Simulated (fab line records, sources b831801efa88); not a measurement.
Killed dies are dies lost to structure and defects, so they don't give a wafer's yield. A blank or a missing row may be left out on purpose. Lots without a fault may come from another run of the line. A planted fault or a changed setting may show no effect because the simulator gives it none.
Problem report in the 8D (eight disciplines) form, filled by code | flow gf180mcu | the parts of the form that need people (team, actions taken, sign-off) are left out

1. THE PROBLEM
V3_CVD_00_THK at GF_V3_THK_MEAS_01 reads a mean of 906 nm on 2 wafers of 2 lots; wafers without a fault read 598 nm with a standard deviation of 7.1. That is +43 standard deviations from the usual mean.
First seen on wafer L517.5, day 26 05:55, on film_metro-02. The record holds 36 wafers of 12 lots with a number at this step. Rule for "out", or "out of limits": more than 4 standard deviations from the usual mean. The other wafers with a number count as sound.

2. WHAT IT IS AND WHAT IT IS NOT
question                    | is                | is not
which readings at this step | V3_CVD_00_THK     | -
which lots                  | L517, L518        | L503, L504, L505, L507, L508, L509, L510, L520, L525, L526
which wafers of those lots  | L517.5, L518.6    | L517.1, L517.6, L518.4, L518.5
read on which gauges        | film_metro-02     | film_metro-01, film_metro-03
when                        | from day 26 05:55 | up to then (23 sound wafers); but 11 sound wafers of L518, L520, L525, L526 came after

3. SUSPECTS, AND WHAT RULES EACH OUT
Counting: a tool at a process step up to the reading stays a suspect if it ran every lot that is out. Sound lots after the first of them don't rule it out here, since some wafers of a struck lot are sound.
- the gauge at GF_V3_THK_MEAS_01: ruled out. All the wafers that are out were read on film_metro-02, but those of them that GF_V3_CVD_00 has rows for are out there too, on other tools.
- hdpcvd-01 at GF_V3_CVD_00 (deposits SiO2, target thk 600 nm, time 100 s): kept. It ran every lot that is out, first L517 (day 26 05:51); its last sound lot up to then is L510 (day 24 00:29). Its own readings are out on those wafers: sih4_flow_sccm.
- Within hdpcvd-01 at GF_V3_CVD_00: the wafers that are out ran in chamber 0; their sound lot-mates ran in chambers 1, 2.
Left after counting: hdpcvd-01 at GF_V3_CVD_00.

4. THE CAUSE (what the simulator had put in)
Process parameter drift: hdpcvd-01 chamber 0, from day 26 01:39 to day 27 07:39, at GF_V3_CVD_00. Setting sih4_flow_sccm, moved by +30, from 60. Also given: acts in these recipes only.
Counting left only this tool.

5. THE CHAIN OF EFFECTS, in route order
Each row: a reading whose mean over the struck wafers that have a number lies more than 3 standard deviations from the usual. Only readings for which the record gives a usual standard deviation are gone through. hours: the time from each lot's start at the first step in this table that gives one to its start at this step, as a median over the lots. sigmas: the change in usual standard deviations.
hours | step              | reading        | usual      | on struck wafers | change | sigmas
0     | GF_V3_CVD_00      | sih4_flow_sccm | 60.02 sccm | 90.03            | +30.01 | +99 or more
0     | GF_V3_THK_MEAS_01 | V3_CVD_00_THK  | 598 nm     | 906              | +308   | +43
The process steps in it:
- GF_V3_CVD_00: deposits SiO2, target thk 600 nm, time 100 s.
Later measuring or inspecting steps at which every struck wafer that the step has a row for has a number for every such reading, and none has moved that far: GF_V3_OVL_MEAS_15.

6. WHAT WOULD HAVE CAUGHT IT SOONER
In this record the first reading out of limits at a measuring or inspecting step was taken at day 26 05:55, 4 hours after the fault began at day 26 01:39.
The tool's own readings at GF_V3_CVD_00 were out on every struck wafer that the step has a row for (sih4_flow_sccm): an alarm limit on them would have fired on the first of those.
Of the lots that are out (2), L518 began GF_V3_CVD_00 on hdpcvd-01 after day 26 05:55. A hold on the tool at that time would have spared it.
